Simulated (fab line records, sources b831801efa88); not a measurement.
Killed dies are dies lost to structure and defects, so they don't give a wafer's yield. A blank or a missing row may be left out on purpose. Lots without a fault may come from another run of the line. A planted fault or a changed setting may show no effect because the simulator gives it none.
fab line records | flow sfq_line
record lots=15 wafers=43 last_day=94
route steps=325 shown L0V@16 I4@163 R5@212
lots that met no fault: from a run of the same line without faults
start_h: hours from the record's first day to the start of the lot's first wafer shown | wait_h: hours since the lot's step before | " the same as in the row above | L1.1+2: a row that stands for several wafers | - no value, or no start given | * or withheld: withheld | < > ~ a bound
route shown NAME@n: a module of which the file shows steps, and the number in the route of the first | usual: mean/standard deviation of fault-free wafers | same: alike in all rows | chamber/n: place in a boat | sites: the reading at each site | _std_site: their standard deviation | _edge_site: outer sites' mean less inner sites' | radius_mm: how far each site lies from the wafer's centre | mask NAME#n: copy n | behind: the tool/chamber that last shaped the wafer | hold: why the lot was held/for how many hours/how that ended | device: the transistor (n, p or np) that didn't switch | end of line: the same wafers' tests at the end of the route | a step without rows: its recipe alone | killed: dies lost to structure and defects at the first sort, not the wafer's yield | map: a wafer's dies, x killed, . not, _ none there
set.NAME: the setting as run; set.NAME@STEP: as run at that earlier step | model.NAME: the simulator's own value behind a step, which no gauge read
steps of the route over a sample of lots; a table a step, a row a wafer
services: from which hour (start_h, from the record's first day; less than 0 if before it) a tool's chamber was out of use, for how many hours, and why
## steps
# step SFQ_TRILAYER_L0_CAP_PECVD_011
# recipe material=SiO2 temp_c=150 time_s=13.333 pressure_torr=2.4 rf_w=183.3 precursor=SiH4/N2O target_thk_nm=60
# usual chamber_pressure_Torr=2.401/0.0053 heater_power_w=92/12 throttle_valve_pct=25.4/1.4
# columns lot.wafer tool chamber start_h wait_h chamber_pressure_Torr heater_power_w throttle_valve_pct
L564.1 pecvd-02 2 49.86 0.0 2.401 90 27.5
L564.5 " 2 " " 2.406 88 27.6
L564.6 " 0 " " 2.405 103 26.8
L565.1 pecvd-02 2 55.16 0.0 2.396 96 27.3
L565.2 " 1 " " 2.394 106 25.6
L565.6 " 1 " " 2.399 107 25.7
L566.3 pecvd-02 1 61.17 0.0 2.405 92 25.7
L566.4 " 2 " " 2.399 94 27.8
L566.6 " 1 " " 2.408 93 25.7
L567.1 pecvd-02 0 66.21 0.0 2.404 96 26.6
L567.3 " 1 " " 2.398 104 25.6
L567.4 " 1 " " 2.403 109 25.7
L569.3 pecvd-02 1 79.95 0.0 2.402 103 25.9
L569.5 " 0 " " 2.394 110 26.8
L570.3 pecvd-02 1 85.95 0.0 2.399 98 25.6
L570.4 " 0 " " 2.405 98 26.9
L571.2 pecvd-03 1 89.55 0.0 2.402 103 23.7
L571.3 " 0 " " 2.393 99 24.2
L571.5 " 1 " " 2.398 99 24.2
L576.2 pecvd-03 1 117.15 0.0 2.394 97 24.0
L576.5 " 0 " " 2.405 105 24.6
L576.6 " 1 " " 2.399 102 23.9
L578.1 pecvd-01 0 126.30 0.0 2.395 82 22.2
L578.2 " 2 " " 2.395 64 24.8
L578.5 " 2 " " 2.406 65 24.7
L579.2 pecvd-01 0 131.12 0.0 2.385 78 22.5
L579.4 " 0 " " 2.387 78 22.2
L579.5 " 2 " " 2.405 70 24.7
L582.1 pecvd-03 2 144.28 0.0 2.401 74 24.7
L582.2 " 1 " " 2.414 96 24.1
L582.6 " 1 " " 2.410 96 24.2
L583.2 pecvd-03 1 150.32 0.0 2.396 97 24.0
L583.3 " 2 " " 2.388 88 24.5
L583.4 " 2 " " 2.394 68 24.5
L584.2 pecvd-01 2 156.08 0.0 2.400 61 24.7
L584.3 " 1 " " 2.404 61 25.4
L584.5 " 2 " " 2.400 64 24.7
L585.2 pecvd-02 0 161.12 0.0 2.400 104 26.7
L585.4 " 1 " " 2.403 90 25.9
L585.6 " 2 " " 2.402 92 27.6
L586.1 pecvd-02 1 164.48 0.0 2.392 98 25.7
L586.2 " 0 " " 2.404 113 26.3
L586.3 " 2 " " 2.398 85 27.6
# step SFQ_TRILAYER_L0_VIA_ETCH_VIA_ETCH_016
# recipe target=SiO2 stop_on=MoNx_KI mask_material=PR chemistry=CHF3 target_depth_nm=80 source_w=500 bias_w=80 pressure_mtorr=30 time_s=withheld
# usual drypump_motor_current_A=5.5/0.42 oes_product_au=0.845/0.0074
# columns lot.wafer tool chamber start_h wait_h drypump_motor_current_A oes_product_au
L564.1 rie_diel-03 1 91.13 0.0 5.8 0.837
L564.5 " 0 " " 6.2 0.858
L564.6 " 1 " " 5.8 0.856
L565.1 rie_diel-03 2 95.93 0.0 5.7 0.844
L565.2 " 3 " " 5.1 0.853
L565.6 " 2 " " 5.7 0.848
L566.3 rie_diel-03 1 104.33 0.0 5.8 0.850
L566.4 " 2 " " 5.7 0.873
L566.6 " 2 " " 5.7 0.850
L567.1 rie_diel-01 3 110.33 0.0 5.6 0.840
L567.3 " 1 " " 5.2 0.817
L567.4 " 0 " " 5.4 0.826
L569.3 rie_diel-01 3 123.08 0.0 5.6 0.816
L569.5 " 1 " " 5.2 0.839
L570.3 rie_diel-04 2 127.88 0.0 5.5 0.815
L570.4 " 0 " " 5.0 0.825
L571.2 rie_diel-03 2 131.48 0.0 5.7 0.834
L571.3 " 1 " " 5.8 0.834
L571.5 " 1 " " 5.8 0.835
L576.2 rie_diel-01 1 157.68 0.0 5.2 0.833
L576.5 " 2 " " 4.8 0.857
L576.6 " 1 " " 5.2 0.834
L578.1 rie_diel-01 0 167.28 0.0 5.4 0.830
L578.2 " 1 " " 5.2 0.838
L578.5 " 1 " " 5.2 0.843
L579.2 rie_diel-04 2 169.68 0.0 5.5 0.836
L579.4 " 0 " " 5.0 0.843
L579.5 " 1 " " 5.6 0.844
L582.1 rie_diel-03 2 185.38 0.0 5.7 0.840
L582.2 " 1 " " 5.8 0.839
L582.6 " 2 " " 5.7 0.846
L583.2 rie_diel-03 3 191.38 0.0 5.0 0.840
L583.3 " 2 " " 5.7 0.850
L583.4 " 2 " " 5.7 0.852
L584.2 rie_diel-04 1 196.18 0.0 5.6 0.837
L584.3 " 2 " " 5.5 0.842
L584.5 " 0 " " 5.0 0.846
L585.2 rie_diel-03 2 200.98 0.0 5.7 0.838
L585.4 " 3 " " 5.0 0.852
L585.6 " 0 " " 6.2 0.835
L586.1 rie_diel-01 0 204.58 0.0 5.4 0.840
L586.2 " 2 " " 4.8 0.839
L586.3 " 3 " " 5.6 0.844
# step SFQ_TRILAYER_I4_DEP_PECVD_099
# recipe material=SiO2 temp_c=150 time_s=111.11 pressure_torr=2.4 rf_w=183.3 precursor=SiH4/N2O target_thk_nm=500
# usual chamber_pressure_Torr=2.399/0.0059 heater_power_w=82/15 throttle_valve_pct=24.2/0.92
# columns lot.wafer tool chamber start_h wait_h chamber_pressure_Torr heater_power_w throttle_valve_pct
L564.1 pecvd-04 1 972.09 0.0 2.400 75 24.2
L564.5 " 1 " " 2.397 62 24.1
L564.6 " 0 " " 2.415 62 22.8
L565.1 pecvd-01 2 982.91 0.0 2.398 76 24.6
L565.2 " 0 " " 2.400 83 23.4
L565.6 " 1 " " 2.402 80 24.7
L566.3 pecvd-01 0 1005.72 0.0 2.408 81 23.4
L566.4 " 1 " " 2.401 66 24.7
L566.6 " 0 " " 2.406 86 23.5
L567.1 pecvd-02 2 1025.18 0.0 2.391 97 25.4
L567.3 " 1 " " 2.393 96 23.4
L567.4 " 0 " " 2.404 94 23.2
L569.3 pecvd-01 1 1053.97 0.0 2.398 69 24.9
L569.5 " 0 " " 2.394 70 23.6
L570.3 pecvd-02 1 1073.34 0.0 2.395 86 23.4
L570.4 " 1 " " 2.402 87 23.5
L571.2 pecvd-01 1 1221.44 0.0 2.403 81 25.3
L571.3 " 2 " " 2.391 74 25.1
L571.5 " 0 " " 2.387 80 23.9
L576.2 pecvd-04 1 1265.39 0.0 2.396 62 24.8
L576.5 " 2 " " 2.398 110 23.4
L576.6 " 1 " " 2.395 67 24.5
L578.1 pecvd-02 1 1270.01 0.0 2.393 89 23.9
L578.2 " 2 " " 2.391 105 26.4
L578.5 " 1 " " 2.401 92 23.6
L579.2 pecvd-01 1 1271.23 0.0 2.400 82 25.2
L579.4 " 0 " " 2.392 85 24.0
L579.5 " 2 " " 2.403 72 25.0
L582.1 pecvd-04 1 1274.81 0.0 2.406 74 24.8
L582.2 " 0 " " 2.414 69 23.7
L582.6 " 1 " " 2.402 77 24.4
L583.2 pecvd-02 0 1276.80 0.0 2.395 101 23.8
L583.3 " 2 " " 2.400 104 26.5
L583.4 " 0 " " 2.394 106 23.8
L584.2 pecvd-01 2 1277.24 0.0 2.400 73 24.8
L584.3 " 1 " " 2.396 81 25.5
L584.5 " 1 " " 2.400 65 25.4
L585.2 pecvd-04 1 1279.20 0.0 2.385 68 25.0
L585.4 " 0 " " 2.393 74 23.7
L585.6 " 1 " " 2.385 73 25.0
L586.1 pecvd-02 1 1279.61 0.0 2.397 98 23.5
L586.2 " 2 " " 2.403 104 26.6
L586.3 " 0 " " 2.408 97 23.7
# step SFQ_TRILAYER_R5_DEP_SPUTTER_132
# recipe material=Ti base_pressure_pa=1.33e-06 target_thk_nm=5 power_w=2000 time_s=5 chamber_pressure_pa=0.4
# usual throttle_valve_pct=29.5/1.3
# columns lot.wafer tool chamber start_h wait_h throttle_valve_pct
L564.1 pvd_sputter-03 - 1389.42 1.0 29.3
L564.5 " - " " 29.4
L564.6 " - " " 29.9
L565.1 pvd_sputter-03 - 1397.82 1.0 31.9
L565.2 " - " " 30.8
L565.6 " - " " 29.1
L566.3 pvd_sputter-03 - 1413.28 0.6 31.9
L566.4 " - " " 29.5
L566.6 " - " " 30.7
L567.1 pvd_sputter-03 - 1429.26 1.0 30.5
L567.3 " - " " 29.8
L567.4 " - " " 31.7
L569.3 pvd_sputter-03 - 1461.61 0.6 29.2
L569.5 " - " " 29.8
L570.3 pvd_sputter-03 - 1466.93 0.6 30.1
L570.4 " - " " 30.6
L571.2 pvd_sputter-05 - 1484.58 0.8 27.7
L571.3 " - " " 27.7
L571.5 " - " " 28.3
L576.2 pvd_sputter-04 - 1522.81 0.8 29.8
L576.5 " - " " 29.9
L576.6 " - " " 29.2
L578.1 pvd_sputter-05 - 1528.46 1.0 27.6
L578.2 " - " " 28.1
L578.5 " - " " 29.7
L579.2 pvd_sputter-04 - 1529.32 0.8 30.1
L579.4 " - " " 29.8
L579.5 " - " " 29.1
L582.1 pvd_sputter-04 - 1534.81 1.0 29.9
L582.2 " - " " 28.9
L582.6 " - " " 29.1
L583.2 pvd_sputter-05 - 1537.81 0.8 28.1
L583.3 " - " " 27.6
L583.4 " - " " 29.9
L584.2 pvd_sputter-03 - 1539.47 0.8 30.1
L584.3 " - " " 31.7
L584.5 " - " " 29.2
L585.2 pvd_sputter-05 - 1543.01 0.8 27.4
L585.4 " - " " 29.8
L585.6 " - " " 27.6
L586.1 pvd_sputter-03 - 1546.01 1.0 29.7
L586.2 " - " " 32.0
L586.3 " - " " 30.3
# step SFQ_TRILAYER_R5_STRIP_STRIP_140
# recipe gas=O2 power_w=200 platen_temp_c=40 overash_fraction=0.65 chemistry=O2 pressure_mtorr=50
# usual drypump_motor_current_A=5.7/0.51 oes_product_au=1.006/0.013
# columns lot.wafer tool chamber start_h wait_h drypump_motor_current_A oes_product_au rf_hours_counter_h
L564.1 rie_metal-04 1 1392.22 0.0 5.7 1.025 76
L564.5 " 1 " " 5.7 1.018 -
L564.6 " 0 " " 6.2 1.000 -
L565.1 rie_metal-03 1 1426.22 0.0 6.5 1.010 75
L565.2 " 0 " " 5.0 0.980 48
L565.6 " 1 " " 6.5 1.010 -
L566.3 rie_metal-01 1 1427.94 0.5 5.6 0.991 -
L566.4 " 1 " " 5.6 0.994 -
L566.6 " 1 " " 5.6 0.998 -
L567.1 rie_metal-03 1 1431.93 0.0 6.5 1.020 76
L567.3 " 1 " " 6.5 1.002 -
L567.4 " 0 " " 5.1 0.995 -
L569.3 rie_metal-04 0 1467.27 0.2 6.2 1.003 -
L569.5 " 0 " " 6.1 1.005 -
L570.3 rie_metal-04 0 1470.90 0.5 6.2 1.012 -
L570.4 " 0 " " 6.2 1.014 -
L571.2 rie_metal-01 1 1488.13 0.0 5.6 1.004 44
L571.3 " 0 " " 5.0 1.003 -
L571.5 " 0 " " 5.0 0.999 -
L576.2 rie_metal-04 1 1630.83 0.0 5.6 1.018 100
L576.5 " 1 " " 5.7 1.023 -
L576.6 " 0 " " 6.2 1.003 -
L578.1 rie_metal-04 1 1634.43 0.0 5.7 1.017 100
L578.2 " 0 " " 6.2 1.004 35
L578.5 " 1 " " 5.7 1.020 -
L579.2 rie_metal-04 0 1636.83 0.0 6.2 1.002 35
L579.4 " 0 " " 6.2 0.997 -
L579.5 " 0 " " 6.2 0.996 -
L582.1 rie_metal-03 0 1643.42 0.0 5.1 0.990 80
L582.2 " 1 " " 6.5 1.016 107
L582.6 " 1 " " 6.5 1.010 -
L583.2 rie_metal-01 1 1644.94 0.3 5.6 1.028 -
L583.3 " 1 " " 5.6 1.026 -
L583.4 " 1 " " 5.6 1.032 -
L584.2 rie_metal-03 1 1647.02 0.0 6.5 1.000 107
L584.3 " 0 " " 5.1 0.984 -
L584.5 " 1 " " 6.5 1.009 -
L585.2 rie_metal-04 1 1649.42 0.0 5.7 1.018 103
L585.4 " 1 " " 5.7 1.009 -
L585.6 " 1 " " 5.7 1.024 -
L586.1 rie_metal-01 0 1650.62 0.0 5.0 0.987 2
L586.2 " 1 " " 5.6 1.027 68
L586.3 " 0 " " 5.0 0.994 -
## services
# columns tool chamber start_h hours kind
pecvd-01 0 29.95 4.4 repair
pecvd-01 2 57.96 8.5 repair
pecvd-01 1 60.95 3.7 repair
pecvd-01 - 63.43 1.9 repair
pecvd-01 - 84.24 0.3 repair
pecvd-02 - 119.10 2.1 repair
pecvd-02 - 145.97 3.6 repair
pecvd-02 2 291.40 5.8 repair
pecvd-02 - 342.82 0.5 repair
pecvd-02 1 344.20 5.8 repair
pecvd-02 - 460.33 5.2 repair
pecvd-02 1 468.23 2.8 repair
pecvd-02 - 560.61 0.2 repair
pecvd-02 - 563.75 14.0 pm
pecvd-02 0 697.77 2.7 repair
pecvd-02 1 827.99 4.4 repair
pecvd-02 - 923.29 0.7 repair
pecvd-02 - 946.34 2.8 pm
pecvd-02 - 1036.83 14.6 pm
pecvd-02 - 1058.55 1.1 repair
pecvd-02 1 1150.56 22.1 repair
pecvd-02 2 1189.44 20.8 repair
pecvd-02 2 1218.76 3.7 repair
pecvd-02 0 1635.94 6.7 repair
## key
first_sign step=SFQ_TRILAYER_L0_VIA_ETCH_VIA_ETCH_016 reading=oes_product_au direction=down sigmas=3.4 usual=0.845 struck=0.820
effect none on later readings
met_at SFQ_TRILAYER_L0_CAP_PECVD_011
struck_lots L567,L569,L570
struck_wafers L567.3,L567.4,L569.3,L570.3,L570.4
not_acting_at SFQ_TRILAYER_I4_DEP_PECVD_099,SFQ_TRILAYER_R5_DEP_SPUTTER_132,SFQ_TRILAYER_R5_STRIP_STRIP_140
onset_between 61.17 66.21
fault kind=process_parameter_drift tool=pecvd-02 chamber=- onset_h=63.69 steps=SFQ_TRILAYER_L0_CAP_PECVD_011 channel=target_thk_nm offset=-3.3748 shape=step end_h=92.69 scope=struck_wafers_only acts_in=these_recipes_only stated=60
